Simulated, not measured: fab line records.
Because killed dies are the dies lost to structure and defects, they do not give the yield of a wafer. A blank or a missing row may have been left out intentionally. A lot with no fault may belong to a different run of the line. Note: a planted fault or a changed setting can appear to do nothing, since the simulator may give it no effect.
fab line records    flow sky130
record lots=12  wafers=36  lastDay=50
route steps=708 shown VIA2@521 METAL3@532 PAD_OPEN@708
lots with no fault: from the same line, run without faults
startH: start of the lot's first displayed wafer, in hours after the record's first day    waitH: how many hours have passed since the lot's step before this one    " same as the row above    L1.1+2: one row covering several wafers at once    - either no value or no given start    * or withheld: withheld    < > ~ a bound
route shown NAME@n: a module of which the file shows steps, and the number in the route of the first    usual: mean and standard deviation over wafers with no fault    same: alike in all rows    chamber/n: place in a boat    sites: readings site by site    _std_site: the standard deviation of these    _edge_site: inner sites' mean taken away from outer sites' mean    radiusMm: for every site, how far away it sits from the centre of the wafer    mask NAME#n: copy n    behind: the tool/chamber that last shaped the wafer    hold: why the lot was held/for how many hours/how that ended    device: the transistor (n, p or np) that didn't switch    end of line: at the end of the route, the tests of the same wafers    a step given without rows: its recipe and nothing more    killed: dies lost to structure and defects at the first sort, not the wafer's yield    map: a wafer's dies, marking killed ones x, the rest . and places with no die _
set.NAME: the setting that was run; set.NAME@STEP: the one run at that earlier step    model.NAME: the simulator's own value behind a step, which no gauge read
route steps across a sampled set of lots; one table per step, one row per wafer
services: a tool's chamber out of use, with start hour (startH, from the record's first day; less than 0 if before it), hours out, and reason
## steps
# step SKY_VIA2_ETCH_14
# recipe chemistry=N2/H2  target=BARC  ionEnergyEv=200  sourceW=500  biasW=100  pressureMtorr=30  n2FlowSccm=100  h2FlowSccm=200  stopOn=SiO2  timeS=45.9  targetDepthA=600
# usual drypumpMotorCurrentA=5.9/0.52  oesProductAu=0.855/0.0045  throttleValvePct=13.225/0.0087
lot.wafer  tool        chamber  startH   waitH  drypumpMotorCurrentA  oesProductAu  rfHoursCounterH  throttleValvePct
L729.2     rieDiel-03  2        856.12   0.0    6.2                   0.863         10               13.225
L729.3     "           1        "        "      5.0                   0.858         29               13.227
L729.5     "           3        "        "      6.5                   0.860         -                13.220
L731.2     rieDiel-03  3        866.27   0.0    6.4                   0.855         22               13.224
L731.3     "           2        "        "      6.1                   0.854         10               13.222
L731.4     "           2        "        "      6.1                   0.856         -                13.229
L733.1     rieDiel-02  1        885.67   0.0    5.8                   0.863         5                13.227
L733.5     "           2        "        "      6.2                   0.854         -                13.221
L733.6     "           3        "        "      5.9                   0.852         -                13.224
L735.1     rieDiel-03  2        897.31   0.0    6.1                   0.858         12               13.224
L735.3     "           1        "        "      4.9                   0.856         31               13.222
L735.6     "           2        "        "      6.1                   0.855         -                13.244
L736.3     rieDiel-01  2        908.46   0.0    6.8                   0.862         11               13.219
L736.4     "           3        "        "      5.6                   0.856         13               13.213
L736.6     "           3        "        "      5.5                   0.854         -                13.227
L737.3     rieDiel-03  3        909.99   0.0    6.4                   0.854         -                13.230
L737.5     "           2        "        "      6.1                   0.850         -                13.224
L737.6     "           3        "        "      6.5                   0.842         -                13.244
L742.2     rieDiel-02  3        942.47   0.0    5.9                   0.858         6                13.222
L742.4     "           1        "        "      5.9                   0.859         6                13.227
L742.6     "           1        "        "      5.9                   0.859         -                13.245
L741.1     rieDiel-03  2        945.27   0.0    6.1                   0.852         13               13.229
L741.2     "           0        "        "      6.7                   0.856         0                13.237
L741.5     "           0        "        "      6.7                   0.855         -                13.222
L744.2     rieDiel-02  2        965.07   0.0    6.2                   0.859         10               13.230
L744.3     "           3        "        "      6.0                   0.859         7                13.220
L744.6     "           1        "        "      5.8                   0.852         -                13.217
L746.1     rieDiel-03  1        980.02   0.0    4.9                   0.855         0                13.240
L746.2     "           3        "        "      6.5                   0.847         27               13.245
L746.6     "           3        "        "      6.5                   0.857         -                13.220
L748.1     rieDiel-02  0        985.27   0.0    5.2                   0.857         3                13.226
L748.2     "           1        "        "      5.8                   0.860         7                13.225
L748.4     "           3        "        "      6.0                   0.862         7                13.223
L751.2     rieDiel-02  3        1008.47  0.0    6.0                   0.856         8                13.222
L751.4     "           0        "        "      5.2                   0.853         4                13.228
L751.5     "           3        "        "      6.0                   0.860         -                13.225
# step SKY_VIA2_CMP_24
# recipe stopOn=SiO2  tOverpolishS=20  downForcePsi=3.5  platenRpm=60  targetThkNm=0  padVelocityMS=0.94248
# usual headPressurePsi=3.500/0.0077  motorCurrentA=10.3/0.62  overpolishRunS=20.001/0.0081  retainingRingPressureFrac=1.000/0.0047  timeToEndpointS=101/3
lot.wafer  tool    chamber  startH   waitH  headPressurePsi  motorCurrentA  overpolishRunS  retainingRingPressureFrac  timeToEndpointS
L729.2     cmp-02  2        857.37   0.0    3.500            10.5           19.999          1.001                      98
L729.3     "       1        "        "      3.492            10.6           19.989          1.001                      97
L729.5     "       3        "        "      3.508            10.5           20.001          1.006                      100
L731.4     cmp-01  1        867.45   0.0    3.511            9.7            19.998          1.007                      103
L731.3     "       2        "        "      3.499            10.3           20.009          0.995                      101
L731.2     "       3        "        "      3.500            11.3           20.003          1.000                      106
L733.1     cmp-01  3        886.93   0.2    3.502            11.4           20.009          1.006                      102
L733.5     "       0        "        "      3.513            10.4           19.998          1.005                      101
L733.6     "       1        "        "      3.493            9.0            20.002          0.994                      95
L735.1     cmp-01  3        898.47   0.1    3.502            10.6           20.002          1.002                      102
L735.3     "       0        "        "      3.503            10.8           19.997          0.996                      98
L735.6     "       3        "        "      3.498            10.3           20.010          0.996                      101
L736.3     cmp-01  2        909.62   0.0    3.501            10.2           19.974          0.996                      99
L736.4     "       0        "        "      3.481            11.4           20.008          1.006                      100
L736.6     "       3        "        "      3.497            11.0           20.001          1.008                      105
L737.3     cmp-02  2        911.10   0.0    3.502            10.9           20.006          0.994                      102
L737.5     "       2        "        "      3.494            10.6           20.003          0.999                      100
L737.6     "       3        "        "      3.511            10.5           20.003          0.997                      103
L742.2     cmp-02  2        943.74   0.1    3.504            10.9           19.995          0.998                      98
L742.4     "       3        "        "      3.503            10.2           19.997          0.999                      101
L742.6     "       1        "        "      3.494            9.7            20.006          0.998                      103
L741.1     cmp-02  0        946.44   0.1    3.504            9.7            20.011          0.999                      105
L741.2     "       3        "        "      3.501            10.0           19.984          1.007                      101
L741.5     "       0        "        "      3.511            9.4            19.996          1.003                      106
L744.3     cmp-01  0        966.60   0.0    3.498            10.9           20.011          0.994                      99
L744.2     "       2        "        "      3.503            10.6           19.993          1.001                      98
L744.6     "       1        "        "      3.495            9.6            0.035           0.996                      157
L746.2     cmp-01  1        981.18   0.1    3.481            9.5            0.047           1.001                      159
L746.1     "       2        "        "      3.507            10.3           20.005          0.999                      95
L746.6     "       0        "        "      3.514            11.4           19.991          1.007                      99
L748.2     cmp-02  0        986.38   0.0    3.504            9.6            19.986          0.999                      103
L748.4     "       1        "        "      3.501            10.3           20.003          1.005                      98
L748.1     "       2        "        "      3.495            10.7           20.014          1.006                      100
L751.2     cmp-02  0        1010.02  0.1    3.519            9.8            19.999          1.004                      101
L751.4     "       2        "        "      3.498            10.7           20.002          0.998                      100
L751.5     "       3        "        "      3.491            10.2           19.995          1.001                      101
# step SKY_METAL3_SPUTTER_00
# recipe material=Ti  targetThkNm=15  powerW=3000  timeS=10  chamberPressurePa=0.4
# usual throttleValvePct=30.0/0.91
lot.wafer  tool           chamber  startH   waitH  throttleValvePct
L729.2     pvdSputter-03  -        857.67   0.2    29.9
L729.3     "              -        "        "      28.4
L729.5     "              -        "        "      30.1
L731.2     pvdSputter-04  -        867.75   0.1    28.6
L731.3     "              -        "        "      30.5
L731.4     "              -        "        "      31.1
L733.1     pvdSputter-03  -        887.08   0.1    29.8
L733.5     "              -        "        "      28.7
L733.6     "              -        "        "      30.3
L735.1     pvdSputter-01  -        898.77   0.2    31.5
L735.3     "              -        "        "      29.9
L735.6     "              -        "        "      29.9
L736.3     pvdSputter-03  -        909.92   0.2    30.2
L736.4     "              -        "        "      28.7
L736.6     "              -        "        "      28.4
L737.3     pvdSputter-03  -        911.40   0.2    30.3
L737.5     "              -        "        "      29.8
L737.6     "              -        "        "      30.5
L742.2     pvdSputter-03  -        943.94   0.1    30.5
L742.4     "              -        "        "      30.0
L742.6     "              -        "        "      28.5
L741.1     pvdSputter-03  -        946.74   0.2    30.3
L741.2     "              -        "        "      30.4
L741.5     "              -        "        "      30.0
L744.2     pvdSputter-04  -        966.90   0.1    31.4
L744.3     "              -        "        "      29.7
L746.1     pvdSputter-01  -        981.43   0.1    31.5
L746.6     "              -        "        "      31.3
L748.1     pvdSputter-04  -        986.68   0.1    31.3
L748.2     "              -        "        "      28.8
L748.4     "              -        "        "      29.6
L751.2     pvdSputter-04  -        1010.27  0.2    28.5
L751.4     "              -        "        "      29.8
L751.5     "              -        "        "      31.2
# step SKY_METAL3_SPUTTER_03
# recipe material=Ti  targetThkNm=5  powerW=3000  timeS=3.3  chamberPressurePa=0.4
# usual throttleValvePct=29.9/0.93
lot.wafer  tool           chamber  startH   waitH  throttleValvePct
L729.2     pvdSputter-03  -        857.76   0.0    29.6
L729.3     "              -        "        "      28.6
L729.5     "              -        "        "      30.3
L731.2     pvdSputter-04  -        867.83   0.0    28.4
L731.3     "              -        "        "      30.5
L731.4     "              -        "        "      31.1
L733.1     pvdSputter-03  -        887.16   0.0    29.9
L733.5     "              -        "        "      28.5
L733.6     "              -        "        "      30.2
L735.1     pvdSputter-01  -        898.86   0.0    31.4
L735.3     "              -        "        "      29.7
L735.6     "              -        "        "      29.8
L736.3     pvdSputter-03  -        910.01   0.0    30.5
L736.4     "              -        "        "      28.5
L736.6     "              -        "        "      28.3
L737.3     pvdSputter-03  -        911.49   0.0    30.1
L737.5     "              -        "        "      29.9
L737.6     "              -        "        "      30.3
L742.2     pvdSputter-03  -        944.03   0.0    30.2
L742.4     "              -        "        "      29.9
L742.6     "              -        "        "      28.6
L741.1     pvdSputter-03  -        946.83   0.0    30.0
L741.2     "              -        "        "      30.1
L741.5     "              -        "        "      29.8
L744.2     pvdSputter-04  -        966.99   0.0    31.4
L744.3     "              -        "        "      29.5
L746.1     pvdSputter-01  -        981.52   0.0    31.6
L746.6     "              -        "        "      31.3
L748.1     pvdSputter-04  -        986.77   0.0    31.2
L748.2     "              -        "        "      28.7
L748.4     "              -        "        "      29.7
L751.2     pvdSputter-04  -        1010.35  0.0    28.7
L751.4     "              -        "        "      29.8
L751.5     "              -        "        "      31.2
# step SKY_PAD_OPEN_PROBE_99
# usual defectLimitedYield=82.4/2.1  killed_at_M0_to_M3=44/7.3  killed_at_M4_up=3.0/1.9  killedAtContacts=24/5  killedAtFrontEnd=16/4.5  killedAtOther=0.3/0.46  killedDies=87/10  killedOnRim=17/3.5  killedOpen=47/8.3  killedShort=39/6.4  sort_bin_3_pad_short=0.8/0.43  sort_bin_5_function=10.5/1.6  sort_bin_6_memory=6.3/1.1  sortNPass=405/10  sortYieldPct=82.4/2.1
# same grossDies=492  killedAtBackSide=0  sort_bin_4_leakage[%]=0  sort_bin_8_speed[%]=0
lot.wafer  tool       chamber  startH   waitH  defectLimitedYield[%]  killed_at_M0_to_M3  killed_at_M4_up  killedAtContacts  killedAtFrontEnd  killedAtOther  killedDies  killedOnRim  killedOpen  killedShort  sort_bin_3_pad_short[%]  sort_bin_5_function[%]  sort_bin_6_memory[%]  sortNPass  sortYieldPct[%]
L729.2     prober-02  -        1082.84  0.1    83.7                   38                  2                28                12                0              80          13           42          38           0.8                      9.8                     5.7                   412        83.7
L729.3     prober-02  -        1082.89  0.2    81.5                   43                  4                16                27                1              91          22           48          43           0.8                      10.6                    7.1                   401        81.5
L729.5     prober-02  -        1082.99  0.2    81.9                   38                  1                29                20                1              89          17           50          39           2.0                      8.5                     7.5                   403        81.9
L731.2     prober-02  -        1090.18  0.1    80.3                   52                  3                21                21                0              97          16           52          45           0.8                      11.8                    7.1                   395        80.3
L731.3     prober-02  -        1090.23  0.2    80.7                   39                  0                37                18                1              95          17           46          49           0.8                      11.0                    7.5                   397        80.7
L731.4     prober-02  -        1090.28  0.2    86.0                   21                  3                27                18                0              69          12           40          29           1.2                      8.5                     4.3                   423        86.0
L733.1     prober-02  -        1105.23  0.1    78.5                   52                  3                33                18                0              106         16           64          42           1.0                      13.0                    7.5                   386        78.5
L733.5     prober-02  -        1105.43  0.2    85.4                   30                  3                26                12                1              72          14           46          26           0.4                      8.3                     5.9                   420        85.4
L733.6     prober-02  -        1105.48  0.2    81.9                   42                  2                24                20                1              89          21           49          40           1.0                      10.8                    6.3                   403        81.9
L735.1     prober-01  -        1114.25  0.1    82.7                   49                  0                23                13                0              85          13           55          30           0.8                      9.8                     6.7                   407        82.7
L735.3     prober-01  -        1114.35  0.2    86.4                   36                  3                10                18                0              67          14           34          33           1.0                      6.5                     6.1                   425        86.4
L735.6     prober-01  -        1114.50  0.2    82.3                   47                  5                25                10                0              87          17           48          39           1.4                      11.2                    5.1                   405        82.3
L736.3     prober-01  -        1122.85  0.2    82.5                   47                  1                22                16                0              86          16           42          44           1.2                      9.3                     6.9                   406        82.5
L736.4     prober-01  -        1122.90  0.2    80.1                   48                  5                28                17                0              98          20           52          46           0.8                      13.4                    5.7                   394        80.1
L736.6     prober-01  -        1123.00  0.2    79.9                   54                  1                28                16                0              99          22           53          46           0.6                      13.4                    6.1                   393        79.9
L737.3     prober-02  -        1125.03  0.2    86.4                   30                  3                22                12                0              67          16           37          30           0.4                      7.7                     5.5                   425        86.4
L737.5     prober-02  -        1125.13  0.2    85.2                   27                  2                25                18                1              73          15           50          23           0.4                      8.1                     6.3                   419        85.2
L737.6     prober-02  -        1125.18  0.2    88.8                   35                  0                14                6                 0              55          17           33          22           0                        6.9                     4.3                   437        88.8
L742.2     prober-02  -        1149.23  0.1    80.5                   55                  5                21                14                1              96          22           48          48           0.2                      11.0                    8.3                   396        80.5
L742.4     prober-02  -        1149.33  0.2    83.3                   35                  5                26                16                0              82          19           42          40           1.0                      10.2                    5.5                   410        83.3
L742.6     prober-02  -        1149.43  0.2    82.7                   47                  4                18                16                0              85          17           37          48           1.2                      9.1                     6.9                   407        82.7
L741.1     prober-01  -        1150.94  0.1    83.5                   38                  3                21                19                0              81          17           41          40           1.0                      9.3                     6.1                   411        83.5
L741.2     prober-01  -        1150.99  0.1    82.5                   34                  2                30                20                0              86          18           53          33           0.2                      10.4                    6.9                   406        82.5
L741.5     prober-01  -        1151.14  0.2    84.3                   40                  2                22                12                1              77          12           41          36           0.2                      10.8                    4.7                   415        84.3
L744.2     prober-01  -        1166.28  0.1    82.7                   47                  2                20                15                1              85          14           54          31           0.4                      10.4                    6.5                   407        82.7
L744.3     prober-01  -        1166.33  0.2    81.5                   50                  3                26                11                1              91          23           54          37           1.0                      11.0                    6.5                   401        81.5
L744.6     prober-01  -        1166.48  0.2    0                      451                 1                28                12                0              492         96           56          39           81.3                     11.6                    7.1                   0          0
L746.1     prober-01  -        1177.17  0.1    83.1                   40                  2                28                13                0              83          16           48          35           1.6                      9.1                     6.1                   409        83.1
L746.2     prober-01  -        1177.22  0.1    0                      448                 3                20                20                1              492         96           34          43           85.8                     10.0                    4.3                   0          0
L746.6     prober-01  -        1177.42  0.2    84.1                   40                  6                19                13                0              78          14           37          41           0.4                      9.6                     5.9                   414        84.1
L748.1     prober-01  -        1179.13  0.1    83.9                   38                  6                16                19                0              79          11           36          43           0.6                      10.0                    5.5                   413        83.9
L748.2     prober-01  -        1179.18  0.1    85.2                   33                  2                22                16                0              73          15           34          39           1.6                      7.3                     5.9                   419        85.2
L748.4     prober-01  -        1179.28  0.2    82.9                   35                  2                34                13                0              84          22           52          32           0.6                      10.0                    6.5                   408        82.9
L751.2     prober-02  -        1197.73  0.1    83.1                   43                  4                19                17                0              83          14           51          32           0.6                      11.0                    5.3                   409        83.1
L751.4     prober-02  -        1197.83  0.2    82.5                   45                  2                28                11                0              86          21           47          39           1.4                      8.1                     7.9                   406        82.5
L751.5     prober-02  -        1197.88  0.2    80.1                   50                  3                30                15                0              98          17           62          36           0.6                      11.6                    7.7                   394        80.1
# killed by level:class
L729.2 LI_CONTACT:geometricParticle:open=10 METAL2:geometricParticle:short=8 CONTACT:geometricParticle:open=7 FIELD_ISO:geometricParticle:open=5 VIA2:geometricParticle:open=5 CONTACT:geometricParticle:short=5 METAL1:geometricParticle:short=5 VIA1:geometricParticle:open=5
L729.3 FIELD_ISO:geometricParticle:open=10 CONTACT:geometricParticle:open=10 METAL1:geometricParticle:short=8 POLY_GATE:geometricParticle:short=7 METAL3:geometricParticle:short=6 VIA1:geometricParticle:open=6 VIA3:geometricParticle:open=5 FIELD_ISO:geometricParticle:short=4
L729.5 CONTACT:geometricParticle:open=10 LI_CONTACT:geometricParticle:open=8 VIA1:geometricParticle:open=8 VIA3:geometricParticle:open=6 CONTACT:geometricParticle:short=6 METAL2:geometricParticle:short=5 VIA2:geometricParticle:open=5 POLY_GATE:geometricParticle:short=4
L731.2 VIA1:geometricParticle:open=11 VIA3:geometricParticle:open=9 VIA1:geometricParticle:short=8 CONTACT:geometricParticle:open=7 POLY_GATE:geometricParticle:short=6 POLY_GATE:geometricParticle:open=6 LI_CONTACT:geometricParticle:open=6 METAL2:geometricParticle:short=6
L731.3 CONTACT:geometricParticle:open=15 FIELD_ISO:geometricParticle:short=9 METAL2:geometricParticle:short=9 LI_CONTACT:geometricParticle:open=8 VIA1:geometricParticle:open=8 VIA3:geometricParticle:open=6 CONTACT:geometricParticle:short=5 VIA1:geometricParticle:short=5
L731.4 CONTACT:geometricParticle:open=13 FIELD_ISO:geometricParticle:open=6 LI_CONTACT:geometricParticle:open=6 FIELD_ISO:geometricParticle:short=4 VIA3:geometricParticle:short=4 LOCAL_INTERCONNECT:geometricParticle:short=3 CONTACT:geometricParticle:short=3 VIA1:geometricParticle:short=3
L733.1 CONTACT:geometricParticle:open=12 VIA1:geometricParticle:open=11 VIA2:geometricParticle:open=11 LI_CONTACT:geometricParticle:open=7 VIA3:geometricParticle:open=7 POLY_GATE:geometricParticle:short=6 METAL1:geometricParticle:short=6 VIA1:geometricParticle:short=5
L733.5 LI_CONTACT:geometricParticle:open=9 CONTACT:geometricParticle:open=9 VIA1:geometricParticle:open=7 VIA3:geometricParticle:open=7 CONTACT:geometricParticle:short=5 VIA2:geometricParticle:open=5 FIELD_ISO:geometricParticle:short=3 POLY_GATE:geometricParticle:open=3
L733.6 VIA1:geometricParticle:open=12 CONTACT:geometricParticle:open=10 POLY_GATE:geometricParticle:short=7 LI_CONTACT:geometricParticle:open=6 VIA3:geometricParticle:open=6 FIELD_ISO:geometricParticle:open=5 LOCAL_INTERCONNECT:geometricParticle:short=4 METAL1:geometricParticle:short=4
L735.1 VIA1:geometricParticle:open=16 LI_CONTACT:geometricParticle:open=10 VIA2:geometricParticle:open=10 CONTACT:geometricParticle:open=7 METAL1:geometricParticle:short=7 FIELD_ISO:geometricParticle:open=5 VIA1:geometricParticle:short=5 LI_CONTACT:geometricParticle:short=3
L735.3 VIA1:geometricParticle:open=8 FIELD_ISO:geometricParticle:short=5 METAL1:geometricParticle:open=4 SPACER:geometricParticle:short=4 VIA3:geometricParticle:open=4 CONTACT:geometricParticle:open=4 METAL2:geometricParticle:short=4 POLY_GATE:geometricParticle:open=3
L735.6 LI_CONTACT:geometricParticle:open=9 VIA3:geometricParticle:open=8 VIA1:geometricParticle:short=8 CONTACT:geometricParticle:short=6 VIA1:geometricParticle:open=6 VIA2:geometricParticle:open=6 LOCAL_INTERCONNECT:geometricParticle:short=4 CONTACT:geometricParticle:open=4
L736.3 CONTACT:geometricParticle:open=10 VIA1:geometricParticle:open=9 METAL1:geometricParticle:short=9 METAL2:geometricParticle:short=8 CONTACT:geometricParticle:short=7 VIA2:geometricParticle:open=6 METAL3:geometricParticle:short=6 FIELD_ISO:geometricParticle:open=5
L736.4 LI_CONTACT:geometricParticle:open=11 CONTACT:geometricParticle:open=9 VIA1:geometricParticle:open=9 VIA1:geometricParticle:short=8 METAL2:geometricParticle:short=8 VIA2:geometricParticle:open=7 METAL1:geometricParticle:short=7 POLY_GATE:geometricParticle:open=5
L736.6 VIA1:geometricParticle:open=16 METAL2:geometricParticle:short=11 CONTACT:geometricParticle:open=11 METAL1:geometricParticle:short=8 LOCAL_INTERCONNECT:geometricParticle:short=6 CONTACT:geometricParticle:short=6 VIA3:geometricParticle:open=6 FIELD_ISO:geometricParticle:open=5
L737.3 LI_CONTACT:geometricParticle:open=7 CONTACT:geometricParticle:open=6 LI_CONTACT:geometricParticle:short=6 POLY_GATE:geometricParticle:open=5 VIA1:geometricParticle:short=4 METAL1:geometricParticle:short=4 METAL3:geometricParticle:short=4 VIA3:geometricParticle:open=4
L737.5 LI_CONTACT:geometricParticle:open=11 VIA1:geometricParticle:open=8 CONTACT:geometricParticle:open=6 FIELD_ISO:geometricParticle:open=5 POLY_GATE:geometricParticle:open=5 LOCAL_INTERCONNECT:geometricParticle:short=4 VIA2:geometricParticle:open=4 VIA3:geometricParticle:open=4
L737.6 VIA1:geometricParticle:open=7 VIA3:geometricParticle:open=6 CONTACT:geometricParticle:open=6 METAL2:geometricParticle:short=6 VIA2:geometricParticle:open=5 LI_CONTACT:geometricParticle:open=3 VIA2:geometricParticle:short=3 POLY_GATE:geometricParticle:open=2
L742.2 VIA1:geometricParticle:open=10 CONTACT:geometricParticle:open=9 VIA2:geometricParticle:open=8 VIA3:geometricParticle:open=8 VIA1:geometricParticle:short=7 METAL1:geometricParticle:short=6 VIA2:geometricParticle:short=6 CONTACT:geometricParticle:short=5
L742.4 LI_CONTACT:geometricParticle:open=9 CONTACT:geometricParticle:open=8 METAL1:geometricParticle:short=8 VIA1:geometricParticle:open=7 VIA1:geometricParticle:short=5 VIA2:geometricParticle:open=5 FIELD_ISO:geometricParticle:open=4 LOCAL_INTERCONNECT:geometricParticle:short=4
L742.6 VIA1:geometricParticle:short=9 METAL1:geometricParticle:short=7 VIA1:geometricParticle:open=7 CONTACT:geometricParticle:open=6 POLY_GATE:geometricParticle:short=5 VIA3:geometricParticle:open=5 VIA2:geometricParticle:short=4 LI_CONTACT:geometricParticle:open=4
L741.1 VIA1:geometricParticle:open=11 LI_CONTACT:geometricParticle:open=7 FIELD_ISO:geometricParticle:short=6 METAL2:geometricParticle:short=6 VIA2:geometricParticle:open=6 CONTACT:geometricParticle:open=5 VIA1:geometricParticle:short=5 POLY_GATE:geometricParticle:short=4
L741.2 CONTACT:geometricParticle:open=17 POLY_GATE:geometricParticle:open=7 LI_CONTACT:geometricParticle:open=6 VIA1:geometricParticle:open=6 POLY_GATE:geometricParticle:short=5 LOCAL_INTERCONNECT:geometricParticle:short=5 VIA3:geometricParticle:open=5 VIA2:geometricParticle:open=4
L741.5 VIA1:geometricParticle:short=8 POLY_GATE:geometricParticle:open=7 CONTACT:geometricParticle:short=7 CONTACT:geometricParticle:open=7 VIA3:geometricParticle:open=6 VIA1:geometricParticle:open=5 VIA2:geometricParticle:open=5 VIA3:geometricParticle:short=5
L744.2 CONTACT:geometricParticle:open=12 VIA3:geometricParticle:open=12 VIA1:geometricParticle:open=9 VIA1:geometricParticle:short=7 METAL2:geometricParticle:short=6 LI_CONTACT:geometricParticle:open=5 POLY_GATE:geometricParticle:open=4 FIELD_ISO:geometricParticle:short=3
L744.3 VIA1:geometricParticle:open=10 VIA2:geometricParticle:open=10 CONTACT:geometricParticle:short=7 CONTACT:geometricParticle:open=7 METAL1:geometricParticle:short=7 VIA3:geometricParticle:open=7 LI_CONTACT:geometricParticle:open=6 VIA1:geometricParticle:short=5
L744.6 VIA2:areaCmp=397 CONTACT:geometricParticle:open=12 VIA1:geometricParticle:open=12 VIA3:geometricParticle:open=9 VIA2:geometricParticle:open=7 METAL1:geometricParticle:short=6 VIA1:geometricParticle:short=6 LI_CONTACT:geometricParticle:open=5
L746.1 LI_CONTACT:geometricParticle:open=10 METAL1:geometricParticle:short=8 CONTACT:geometricParticle:open=8 VIA3:geometricParticle:open=7 POLY_GATE:geometricParticle:short=6 VIA2:geometricParticle:open=6 POLY_GATE:geometricParticle:open=5 CONTACT:geometricParticle:short=5
L746.2 VIA2:areaCmp=415 FIELD_ISO:geometricParticle:open=6 METAL1:geometricParticle:short=6 LI_CONTACT:geometricParticle:open=6 CONTACT:geometricParticle:open=6 VIA1:geometricParticle:open=6 VIA1:geometricParticle:short=5 FIELD_ISO:geometricParticle:short=4
L746.6 VIA3:geometricParticle:open=9 CONTACT:geometricParticle:open=8 POLY_GATE:geometricParticle:short=6 METAL4:geometricParticle:short=5 METAL1:geometricParticle:short=5 METAL2:geometricParticle:short=5 VIA2:geometricParticle:open=5 LOCAL_INTERCONNECT:geometricParticle:short=4
L748.1 POLY_GATE:geometricParticle:short=8 VIA1:geometricParticle:open=6 VIA3:geometricParticle:open=6 POLY_GATE:geometricParticle:open=5 CONTACT:geometricParticle:open=5 VIA1:geometricParticle:short=5 VIA2:geometricParticle:open=5 METAL1:geometricParticle:short=4
L748.2 CONTACT:geometricParticle:open=9 VIA1:geometricParticle:open=6 VIA3:geometricParticle:open=5 POLY_GATE:geometricParticle:short=4 LOCAL_INTERCONNECT:geometricParticle:short=4 METAL1:geometricParticle:short=4 METAL2:geometricParticle:short=4 FIELD_ISO:geometricParticle:short=3
L748.4 CONTACT:geometricParticle:open=12 LI_CONTACT:geometricParticle:open=10 FIELD_ISO:geometricParticle:open=6 VIA3:geometricParticle:open=6 CONTACT:geometricParticle:short=5 VIA1:geometricParticle:short=5 VIA2:geometricParticle:open=5 METAL2:geometricParticle:short=4
L751.2 VIA1:geometricParticle:open=10 LI_CONTACT:geometricParticle:open=8 FIELD_ISO:geometricParticle:open=6 POLY_GATE:geometricParticle:short=6 VIA3:geometricParticle:open=6 CONTACT:geometricParticle:open=5 METAL3:geometricParticle:short=5 METAL1:geometricParticle:short=4
L751.4 LI_CONTACT:geometricParticle:open=12 VIA1:geometricParticle:open=8 VIA3:geometricParticle:open=6 CONTACT:geometricParticle:open=6 METAL1:geometricParticle:short=6 METAL2:geometricParticle:open=5 VIA1:geometricParticle:short=5 FIELD_ISO:geometricParticle:open=4
L751.5 CONTACT:geometricParticle:open=17 VIA1:geometricParticle:open=11 VIA2:geometricParticle:open=10 METAL1:geometricParticle:short=8 LI_CONTACT:geometricParticle:open=6 VIA1:geometricParticle:short=6 FIELD_ISO:geometricParticle:open=5 METAL2:geometricParticle:short=4
## services
tool           chamber  startH   hours  kind
pvdSputter-04  3        832.59   -      consumableReplace:kit
pvdSputter-04  3        832.59   18.0   scheduledDown
cmp-01         -        836.08   3.1    repair
rieDiel-03     0        840.05   70.6   repair
pvdSputter-04  -        843.62   0.5    repair
rieDiel-01     0        858.94   8.8    repair
rieDiel-01     3        868.98   5.0    repair
cmp-02         -        870.01   1.8    repair
rieDiel-01     -        893.20   0.5    repair
pvdSputter-04  -        905.67   3.5    repair
rieDiel-03     1        908.97   5.3    repair
cmp-01         -        915.50   4.0    pm
pvdSputter-04  -        923.89   1.2    repair
cmp-01         -        930.78   3.3    repair
cmp-02         -        947.66   2.0    repair
pvdSputter-03  0        958.13   -      consumableReplace:kit
pvdSputter-03  0        958.13   18.0   scheduledDown
pvdSputter-03  0        958.13   18.0   ventCycle
rieDiel-02     -        974.44   0.8    repair
rieDiel-03     2        979.07   6.8    repair
pvdSputter-04  -        980.78   1.0    repair
cmp-01         -        982.39   12.0   repair
cmp-01         -        998.73   6.5    pm
rieDiel-03     -        1008.41  0.1    repair
## key
firstSign step=SKY_VIA2_CMP_24  reading=overpolishRunS  direction=down  sigmas=99+  usual=20.001  struck=0.041
effect step=SKY_VIA2_CMP_24  reading=timeToEndpointS  direction=up  sigmas=19  usual=*  struck=*
effect step=SKY_PAD_OPEN_PROBE_99  reading=sort_bin_3_pad_short  direction=up  sigmas=99+  usual=0.8  struck=83.5
moreKillsBornAt SKY_VIA2_CMP_24@cmp-01=812
metAt SKY_VIA2_CMP_24
struckLots L744,L746
struckWafers L744.6,L746.2
laterRowsLeftOut L744.6,L746.2
notActingAt SKY_VIA2_ETCH_14,SKY_METAL3_SPUTTER_00,SKY_METAL3_SPUTTER_03
onsetBetween 886.93 966.60
fault kind=processParameterDrift  tool=cmp-01  chamber=1  onsetH=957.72  steps=SKY_VIA2_CMP_24  channel=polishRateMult  offset=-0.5  shape=step  endH=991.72
# laterRowsLeftOut: the simulator's readings of these wafers behind a module that went badly wrong aren't trusted and aren't shown, but for the sort
